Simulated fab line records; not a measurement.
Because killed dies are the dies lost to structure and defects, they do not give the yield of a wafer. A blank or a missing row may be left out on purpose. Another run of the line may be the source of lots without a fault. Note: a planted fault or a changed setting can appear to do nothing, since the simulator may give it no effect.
Lot-split experiment -- flow sky130 -- 23 wafers read across 5 lots, on a route 708 steps long

## ON THE SPLIT
At SKY_CAP2M_COAT_07 (resist thk 1140 nm), the setting resist-thk-nm was moved away from the recipe's 1140 nm on 9 of the 23 wafers read, by -3.6% to +2.3%. All remaining wafers had this setting at the recipe value.

Between the split and the reading, the file records no step.

## THE READING
NOVOLAK_of_CAP2M_COAT_07.thk-nm (the simulator's own value, which no gauge read), in nm, at SKY_CAP2M_METAL_ETCH_13 (etches TiN in Cl2/BCl3, stops on SiO2, target depth 220 nm, time 62.9 s). The file does not state a usual value for it. The 14 wafers here that ran the recipe average 994.8 nm, standard deviation 3.7 nm.

wafer,"tool, chamber at the split","resist-thk-nm as run, nm",against the recipe,"NOVOLAK_of_CAP2M_COAT_07.thk-nm, nm",against lot-mates on the recipe
L075.1,"litho-track-03, 0",1140,recipe,999.1,-
L075.2,"litho-track-03, 0",1140,recipe,987.8,-
L075.3,"litho-track-03, 0",1140,recipe,992.5,-
L075.5,"litho-track-03, 0",1140,recipe,994.2,-
L075.6,"litho-track-03, 0",1140,recipe,988.5,-
L076.2,"litho-track-01, 0",1140,recipe,992.5,-
L076.3,"litho-track-01, 0",1166,+2.3%,1021,+27.0
L076.4,"litho-track-01, 0",1166,+2.3%,1024,+30.0
L076.5,"litho-track-01, 0",1140,recipe,995.6,-
L076.6,"litho-track-01, 0",1166,+2.3%,1017,+23.0
L079.3,"litho-track-01, 0",1140,recipe,993.8,-
L079.5,"litho-track-01, 0",1140,recipe,995.9,-
L079.6,"litho-track-01, 0",1140,recipe,994.9,-
L082.1,"litho-track-03, 0",1099,-3.6%,959.4,-39.2
L082.2,"litho-track-03, 0",1140,recipe,996.2,-
L082.3,"litho-track-03, 0",1099,-3.6%,958.4,-40.2
L082.4,"litho-track-03, 0",1140,recipe,1001,-
L082.5,"litho-track-03, 0",1099,-3.6%,957.5,-41.1
L084.1,"litho-track-01, 0",1122,-1.6%,975,-22.5
L084.2,"litho-track-01, 0",1140,recipe,1000,-
L084.4,"litho-track-01, 0",1122,-1.6%,977.6,-19.9
L084.5,"litho-track-01, 0",1122,-1.6%,983,-14.5
L084.6,"litho-track-01, 0",1140,recipe,994.9,-

FIT RESULTS
A straight line over all 23 wafers: NOVOLAK_of_CAP2M_COAT_07.thk-nm changes by +10.5 nm for each +1% of resist-thk-nm; r = +0.98; the points scatter about the line by 3.5 nm.
The same after taking each lot's own level away (the mean of its wafers on the recipe; 23 wafers): +11.4 nm for each +1%; r = +0.99; scatter 2.9 nm.
Per that fit: largest resist-thk-nm move, reading shift of 41 nm.
Across the lots, their own levels run from 992.42 to 998.60 nm, a range of 1.7 times the standard deviation given above.
Hence the lot-to-lot level has little effect on the slope; both slopes agree.
Check: -41.4 nm against its lot-mates is what the line predicts for one of the wafers moved furthest among these (-3.6%) when that wafer is left out of the fit. Against them it came out at -39.2 nm.

## THE OTHER SPLITS THESE WAFERS WENT THROUGH
Other splits were also applied to these wafers ahead of the reading. Each is held against what the fit with the lots' levels taken away leaves over:
other split on the same wafers,wafers away from the commonest value,r with NOVOLAK_of_CAP2M_COAT_07.thk-nm (lot level and that fit taken away)
SKY_CAPM_SPUTTER_02 time-s,7,+0.02
SKY_CAPM_DEVELOP_11 develop-time-s,9,+0.30
SKY_VIA3_HDPCVD_00 time-s,4,-0.25
SKY_VIA3_SPUTTER_20 power-w,6,+0.05
SKY_METAL4_SPUTTER_00 time-s,11,+0.11

## THE WHOLE CHAIN: every reading that the file lists as answering this split, in the file's order
step,what it does,reading,change (the file's fit),r (the file's)
SKY_CAP2M_COAT_07,resist thk 1140 nm,"NOVOLAK_of_CAP2M_COAT_07.thk-nm (the simulator's own value, which no gauge read)",+11.3 nm for each +1% of the setting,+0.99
SKY_CAP2M_METAL_ETCH_13,"etches TiN in Cl2/BCl3, stops on SiO2, target depth 220 nm, time 62.9 s","NOVOLAK_of_CAP2M_COAT_07.thk-nm (the simulator's own value, which no gauge read)",+11.5 nm for each +1% of the setting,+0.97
SKY_CAP2M_STRIP_14,strips in O2/N2,strip-time-to-endpoint-s,withheld for each +1% of the setting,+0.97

## FILE'S OWN FIT
NOVOLAK_of_CAP2M_COAT_07.thk-nm changes by +11.5 nm for each +1% of resist-thk-nm, r = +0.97.
